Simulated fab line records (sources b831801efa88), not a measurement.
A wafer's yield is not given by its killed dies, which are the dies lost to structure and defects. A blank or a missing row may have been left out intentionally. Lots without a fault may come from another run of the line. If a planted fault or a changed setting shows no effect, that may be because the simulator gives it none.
fab line records	flow sky130
record: lots: 6	wafers: 18	lastDay: 50
route steps=708 shown METAL2@485
lots that met no fault: taken from a fault-free run of the same line
startH: hours from the record's opening day to when the first of the lot's shown wafers began	waitH: how many hours have passed since the lot's step before this one	" identical to the entry in the row above	L1.1+2: a single row standing in for several wafers	- no value, or no start was given	* or withheld: withheld	< > ~ a bound
route shown NAME@n: a module of which the file shows steps, and the number in the route of the first	usual: mean and standard deviation over wafers with no fault	same: alike in all rows	chamber/n: place in a boat	sites: per-site readings	_std_site: standard deviation across them	_edge_site: the outer-site mean with the inner-site mean subtracted	radiusMm: for every site, how far away it sits from the centre of the wafer	mask NAME#n: copy n	behind: the last tool/chamber to shape the wafer	hold: why the lot was held/for how many hours/how that ended	device: which transistor (n, p or np) failed to switch	end of line: the tests these same wafers got at the end of their route	for a step that has no rows: nothing shown but its recipe	killed: the dies lost at the first sort to structure and to defects; this is not the yield of the wafer	map: a wafer's dies, x killed, . not, _ none there
set.NAME: setting as actually run; set.NAME@STEP: the setting as run at that earlier step	model.NAME: the simulator's own value behind a step, which no gauge read
lots seen at some steps along the route; tables by step, rows by wafer
services: when a tool's chamber went out of use (startH, in hours from the record's first day, below 0 if earlier), for how many hours, and the reason
== steps ==
step: SKY_METAL2_SPUTTER_02
recipe: material: AlCu	targetThkNm: 250	powerW: 10600	timeS: 13.3	chamberPressurePa: 0.4
usual: throttleValvePct: 30.0/0.78
lot.wafer	tool	chamber	startH	waitH	throttleValvePct
L945.2	pvdSputter-01	-	804.11	0.0	30.2
L945.5	"	-	"	"	28.7
L945.6	"	-	"	"	30.3
L953.1	pvdSputter-04	-	865.66	0.0	29.4
L953.4	"	-	"	"	30.1
L953.5	"	-	"	"	28.9
L954.1	pvdSputter-04	-	881.88	0.0	31.0
L954.2	"	-	"	"	29.1
L954.5	"	-	"	"	30.8
L959.2	pvdSputter-02	-	917.10	0.0	31.1
L959.3	"	-	"	"	30.8
L959.5	"	-	"	"	30.9
L963.1	pvdSputter-04	-	940.90	0.0	28.8
L963.5	"	-	"	"	29.9
L963.6	"	-	"	"	29.8
L966.1	pvdSputter-02	-	955.47	0.0	30.6
L966.2	"	-	"	"	31.3
L966.6	"	-	"	"	31.3
step: SKY_METAL2_SPUTTER_03
recipe: material: Ti	targetThkNm: 5	powerW: 3000	timeS: 3.3	chamberPressurePa: 0.4
usual: throttleValvePct: 30.0/0.78
lot.wafer	tool	chamber	startH	waitH	throttleValvePct
L945.2	pvdSputter-01	-	804.13	0.0	30.0
L945.5	"	-	"	"	29.0
L945.6	"	-	"	"	30.1
L953.1	pvdSputter-04	-	865.69	0.0	29.3
L953.4	"	-	"	"	29.9
L953.5	"	-	"	"	29.0
L954.1	pvdSputter-04	-	881.91	0.0	31.2
L954.2	"	-	"	"	29.2
L954.5	"	-	"	"	30.8
L959.2	pvdSputter-02	-	917.13	0.0	31.4
L959.3	"	-	"	"	30.6
L959.5	"	-	"	"	30.9
L963.1	pvdSputter-04	-	940.93	0.0	28.9
L963.5	"	-	"	"	30.0
L963.6	"	-	"	"	29.1
L966.1	pvdSputter-02	-	955.50	0.0	31.0
L966.2	"	-	"	"	31.5
L966.6	"	-	"	"	31.3
step: SKY_METAL2_SPUTTER_04
recipe: material: TiN	targetThkNm: 70	powerW: 6500	timeS: 58.3	chamberPressurePa: 0.4
usual: throttleValvePct: 30.0/0.76
lot.wafer	tool	chamber	startH	waitH	throttleValvePct
L945.2	pvdSputter-01	-	804.15	0.0	30.4
L945.5	"	-	"	"	28.5
L945.6	"	-	"	"	30.1
L953.1	pvdSputter-04	-	865.70	0.0	29.5
L953.4	"	-	"	"	29.9
L953.5	"	-	"	"	29.1
L954.1	pvdSputter-04	-	881.93	0.0	30.9
L954.2	"	-	"	"	29.0
L954.5	"	-	"	"	31.0
L959.2	pvdSputter-02	-	917.15	0.0	31.3
L959.3	"	-	"	"	30.5
L959.5	"	-	"	"	30.9
L963.1	pvdSputter-04	-	940.95	0.0	29.0
L963.5	"	-	"	"	30.2
L963.6	"	-	"	"	29.1
L966.1	pvdSputter-02	-	955.51	0.0	30.8
L966.2	"	-	"	"	31.0
L966.6	"	-	"	"	31.4
step: SKY_METAL2_RS_MEAS_05
recipe: thkMeasGauge: four-point-probe	reads: TiN_of_METAL2_SPUTTER_04+Ti_of_METAL2_SPUTTER_03+AlCu_of_METAL2_SPUTTER_02+TiN_of_METAL2_SPUTTER_01+Ti_of_METAL2_SPUTTER_00
usual: METAL2_ALCU_RS: 0.1270/0.0011
lot.wafer	tool	chamber	startH	waitH	METAL2_ALCU_RS[ohm/sq]
L945.2	filmMetro-03	-	804.22	0.0	0.1290
L945.5	"	-	"	"	0.1284
L945.6	"	-	"	"	0.1301
L953.1	filmMetro-01	-	865.75	0.0	0.1276
L953.4	"	-	"	"	0.1274
L953.5	"	-	"	"	0.1281
L954.1	filmMetro-01	-	881.98	0.0	0.1259
L954.2	"	-	"	"	0.1285
L954.5	"	-	"	"	0.1265
L959.2	filmMetro-01	-	917.21	0.0	0.1273
L959.3	"	-	"	"	0.1277
L959.5	"	-	"	"	0.1280
L963.1	filmMetro-01	-	940.99	0.0	0.1280
L963.5	"	-	"	"	0.1260
L963.6	"	-	"	"	0.1268
L966.1	filmMetro-01	-	955.56	0.0	0.1263
L966.2	"	-	"	"	0.1265
L966.6	"	-	"	"	0.1254
step: SKY_METAL2_THK_MEAS_06
recipe: thkMeasGauge: xrf	reads: AlCu_of_METAL2_SPUTTER_02
usual: METAL2_ALCU_THK: 244.0/2.8
lot.wafer	tool	chamber	startH	waitH	METAL2_ALCU_THK[nm]
L945.2	filmMetro-03	-	804.33	0.1	241.4
L945.5	"	-	"	"	241.8
L945.6	"	-	"	"	237.0
L953.1	filmMetro-01	-	865.87	0.1	243.4
L953.4	"	-	"	"	245.7
L953.5	"	-	"	"	241.8
L954.1	filmMetro-01	-	882.10	0.1	245.8
L954.2	"	-	"	"	244.2
L954.5	"	-	"	"	247.0
L959.2	filmMetro-01	-	917.32	0.1	244.7
L959.3	"	-	"	"	241.2
L959.5	"	-	"	"	243.8
L963.1	filmMetro-01	-	941.11	0.1	246.7
L963.5	"	-	"	"	247.1
L963.6	"	-	"	"	247.9
L966.1	filmMetro-01	-	955.68	0.1	247.4
L966.2	"	-	"	"	245.3
L966.6	"	-	"	"	246.1
step: SKY_METAL2_DEHYDRATE_07
recipe: tempC: 200	timeS: 60
step: SKY_METAL2_HMDS_08
recipe: primeTimeS: 60	primeTempC: 120
step: SKY_METAL2_COAT_09
recipe: resist: BARC	tempC: withheld	timeS: withheld	spinRpm: 3000	resistThkNm: 60
step: SKY_METAL2_COAT_10
recipe: resist: KrF-thick	spinRpm: 3000	resistThkNm: 450
step: SKY_METAL2_SOFTBAKE_11
recipe: tempC: 100	timeS: 90	resist: KrF-thick
step: SKY_METAL2_EXPOSE_12
recipe: maskId: MM2	na: 0.8	sourceShape: annular	sigmaInner: 0.55	sigmaOuter: 0.85	targetCdNm: 140	doseMj: 28
step: SKY_METAL2_PEB_13
recipe: pebTempC: withheld	pebTimeS: withheld	resist: KrF-thick
step: SKY_METAL2_DEVELOP_14
recipe: developTimeS: 60	resist: KrF-thick	devTempC: 21
usual: chillPlateTempC: 23.01/0.1	developTimeS: 60/0
lot.wafer	tool	chamber	startH	waitH	chillPlateTempC	developTimeS	model.KrF-thick_of_METAL2_COAT_10.thkNm
L945.2	lithoTrack-03	0	830	-	22.86	60	438
L945.5	"	0	"	"	23.05	60	436
L945.6	"	0	"	"	23.06	60	437.4
L953.1	lithoTrack-01	-	890	-	-	-	449.6
L953.4	"	-	891	-	-	-	449.7
L953.5	"	-	"	"	-	-	449.3
L954.1	lithoTrack-01	-	907	-	-	-	449.9
L954.2	"	-	"	"	-	-	450.2
L954.5	"	-	"	"	-	-	450.2
L959.2	lithoTrack-04	0	940	-	22.87	60	438.2
L959.3	"	0	"	"	22.84	60	437
L959.5	"	0	"	"	23.09	60	437.2
L963.1	lithoTrack-03	0	964	-	22.95	60	435.9
L963.5	"	0	965	-	23.02	60	436.1
L963.6	"	0	"	"	22.89	60	435
L966.1	lithoTrack-01	0	978	-	22.90	60	437.4
L966.2	"	0	"	"	22.86	60	436
L966.6	"	0	"	"	22.99	60	435.7
step: SKY_METAL2_CD_MEAS_15
recipe: targetCdNm: 140
usual: cdNm: 139.9/1.6
lot.wafer	tool	chamber	startH	waitH	cdNm
L945.2	cdSem-02	-	830.99	-	141.0
L945.5	"	-	"	"	138.8
L945.6	"	-	"	"	141.2
L953.1	cdSem-01	-	891.10	-	-
L953.4	"	-	"	"	-
L953.5	"	-	"	"	-
L954.1	cdSem-01	-	907.50	-	-
L954.2	"	-	"	"	-
L954.5	"	-	"	"	-
L959.2	cdSem-01	-	941.06	-	139.8
L959.3	"	-	"	"	140.8
L959.5	"	-	"	"	140.3
L963.1	cdSem-02	-	965.07	-	142.0
L963.5	"	-	"	"	140.8
L963.6	"	-	"	"	141.1
L966.1	cdSem-01	-	978.30	-	139.3
L966.2	"	-	"	"	137.6
L966.6	"	-	"	"	139.5
== services ==
tool	chamber	startH	hours	kind
pvdSputter-01	1	792.44	-	consumableReplace:kit
pvdSputter-01	1	792.44	18.0	scheduledDown
pvdSputter-01	1	792.44	18.0	ventCycle
pvdSputter-02	3	832.59	-	consumableReplace:kit
pvdSputter-02	3	832.59	18.0	scheduledDown
pvdSputter-02	3	832.59	18.0	ventCycle
pvdSputter-02	-	857.42	0.7	repair
pvdSputter-04	-	869.55	6.5	repair
pvdSputter-01	-	876.32	5.7	repair
pvdSputter-04	2	906.91	-	consumableReplace:kit
pvdSputter-04	2	906.91	18.0	scheduledDown
pvdSputter-04	2	906.91	18.0	ventCycle
pvdSputter-02	-	913.96	2.0	repair
pvdSputter-04	-	931.35	1.4	repair
pvdSputter-01	0	934.93	-	consumableReplace:kit
pvdSputter-01	0	934.93	18.0	scheduledDown
pvdSputter-01	0	934.93	18.0	ventCycle
== key ==
firstSign: step: SKY_METAL2_DEVELOP_14	reading: toolRecord	direction: missing
effect none on later readings
modelEffect: step: SKY_METAL2_DEVELOP_14	value: KrF-thick_of_METAL2_COAT_10.thkNm	without: 435.7	struck: 449.8
metAt SKY_METAL2_DEVELOP_14
struckWafers L953.1,L953.4,L953.5,L954.1,L954.2,L954.5
laterRowsLeftOut L953.1,L953.4,L953.5,L954.1,L954.2,L954.5
sortLeftOut L953.1,L953.4,L953.5,L954.1,L954.2,L954.5
fault: kind: skippedStepWhole	tool: lithoTrack-01	chamber: -	onsetH: 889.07	steps: SKY_METAL2_DEVELOP_14	scope: struckLotsOnly
sortLeftOut: the simulated sort isn't trusted on such a fault, so these wafers' sort isn't shown, and their yield isn't known
laterRowsLeftOut: the simulator's readings of these wafers behind a module that went badly wrong aren't trusted and aren't shown, but for the sort
